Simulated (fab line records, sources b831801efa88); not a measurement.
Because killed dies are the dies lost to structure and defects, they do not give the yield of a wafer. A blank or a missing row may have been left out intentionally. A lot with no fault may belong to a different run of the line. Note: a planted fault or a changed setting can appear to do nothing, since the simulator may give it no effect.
A struck lot beside a sound one -- flow sky130 -- 16 steps out of a route of 708
Sound: these wafers, L373.3, L373.4, L373.5. Wafers L383.3, L383.4, L383.6 were the ones struck. The cause is given at the end.
Order at every step that has rows: each side's tool, ch and its chambers, its first start. Under that, the readings that differ: sound wafers -- struck wafers -- difference of the means -- sigmas: that difference in standard deviations of wafers without a fault.
alike: same words and numbers on both sides, and readings whose means sit less than 2 such deviations apart. not compared: any withheld reading, any reading some wafer has no value for, any bound like >300 that may hide the same value, and any number with overlapping values for which the record gives no deviation.
The two part at a step that has a row with sigmas, a row that says differs or no value, or rows on one side only. Non-overlapping numbers with no deviation appear without sigmas and do not part them. A reading missing from all wafers of one side parts the sides only when that side holds two or more wafers.

first, 3 steps without rows for these wafers: SKY_SONOS_TUNNEL_EXPOSE_04 (exposes mask TUNM, target cd 410 nm); SKY_SONOS_TUNNEL_PEB_05; SKY_SONOS_TUNNEL_DEVELOP_06 (develop time 60 s).
SKY_SONOS_TUNNEL_CD_MEAS_07: the cd target is 410 nm.
  sound on cd_sem-02 at day 12 16:29; struck on cd_sem-01 at day 15 19:14
  alike: cd_nm
SKY_SONOS_TUNNEL_OVL_MEAS_08:
  sound on overlay-02 at day 12 16:35; struck on overlay-01 at day 15 19:20
  alike: SONOS_TUNNEL_OVL
then, 3 steps without rows for these wafers: SKY_SONOS_TUNNEL_IMPLANT_09; SKY_SONOS_TUNNEL_WET_ETCH_10 (etches SiO2 in dHF, target depth 14 nm, time 280 s); SKY_SONOS_TUNNEL_STRIP_11 (strips in SPM, time 600 s).
SKY_SONOS_TUNNEL_TW_MEAS_12:
  sound on film_metro-04 at day 12 17:07; struck on film_metro-01 at day 15 19:48
  alike: SONOS_TUNNEL_TW
then, 2 steps without rows for these wafers: SKY_SONOS_TUNNEL_CLEAN_13 (cleans in dHF, time 20 s); SKY_SONOS_ONO_OXIDATION_00 (stabilise 600 s, purge 300 s, target thk 2.6 nm).
SKY_SONOS_ONO_THK_MEAS_01:
  sound on film_metro-04 at day 12 19:00; struck on film_metro-04 at day 15 22:54
  alike: SONOS_ONO_OXIDATION_THK
SKY_SONOS_ONO_CVD_02: deposits Si3N4 from DCS/NH3, target thk 10.5 nm, time 180 s.
  sound on lpcvd-02 ch 0, day 12 20:19; struck on lpcvd-02 ch 0, day 16 04:32
reading,sound,struck,difference,sigmas
pressure_mtorr (mTorr),249.8 250.7 250.4,300.0 299.7 299.4,+49.4,+99 or more
model.Si3N4_of_SONOS_ONO_CVD_02.thk_nm (nm),10.5 10.32 10.44,11.19 11.16 11.14,+0.74,
SKY_SONOS_ONO_THK_MEAS_03:
  sound on film_metro-02 at day 12 21:23; struck on film_metro-02 at day 16 05:37
reading,sound,struck,difference,sigmas
SONOS_ONO_CVD_02_THK (nm),10.50 10.31 10.42,11.20 11.19 11.20,+0.79,+5
then, 1 step without rows for these wafers: SKY_SONOS_ONO_CVD_04 (deposits SiO2 from SiH4/N2O, target thk 5.7199 nm).
-- a jump in the record: the struck wafers' starts before and after are 34 days apart (it breaks off in module SONOS_ONO and resumes in module PAD_OPEN, where the first step shown is number 708 of the route) --
SKY_PAD_OPEN_PROBE_99:
  sound on prober-01 at day 47 15:50; struck on prober-01 at day 49 19:41
reading,sound,struck,difference,sigmas
killed_dies,106 94 98,76 78 78,-22,-2
model.etest.cap_ono.gate_log10_a_cm2,-8.217 -8.047 -8.163,-8.836 -8.621 -8.836,-0.622,
model.etest.cap_ono.tox_acc_nm (nm),13.1 12.95 13.04,13.56 13.46 13.61,+0.51,
model.etest.sonos_programmed.vt_v (V),1.412 1.412 1.381,1.08 1.139 1.082,-0.30,
model.etest.sonos_erased.vt_v (V),-2.18 -2.237 -2.195,-1.924 -1.983 -1.888,+0.272,
model.etest.sonos_baked.vt_v (V),0.8622 0.9547 0.8914,0.7252 0.7824 0.6681,-0.1775,
model.etest.sonos_baked.vt_less_v (V),-0.5495 -0.4571 -0.49,-0.3552 -0.3564 -0.414,+0.1237,
  alike: killed_at_M0_to_M3, killed_at_M4_up, killed_at_contacts, killed_at_front_end, killed_at_other, killed_open, killed_short

WHERE THEY PART
At SKY_SONOS_ONO_CVD_02 first; at SKY_PAD_OPEN_PROBE_99 last (within this record only).

WHY: the cause the simulator had injected
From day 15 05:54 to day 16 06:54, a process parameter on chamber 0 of lpcvd-02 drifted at SKY_SONOS_ONO_CVD_02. Setting pressure_mtorr, moved by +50, from 250. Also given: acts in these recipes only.
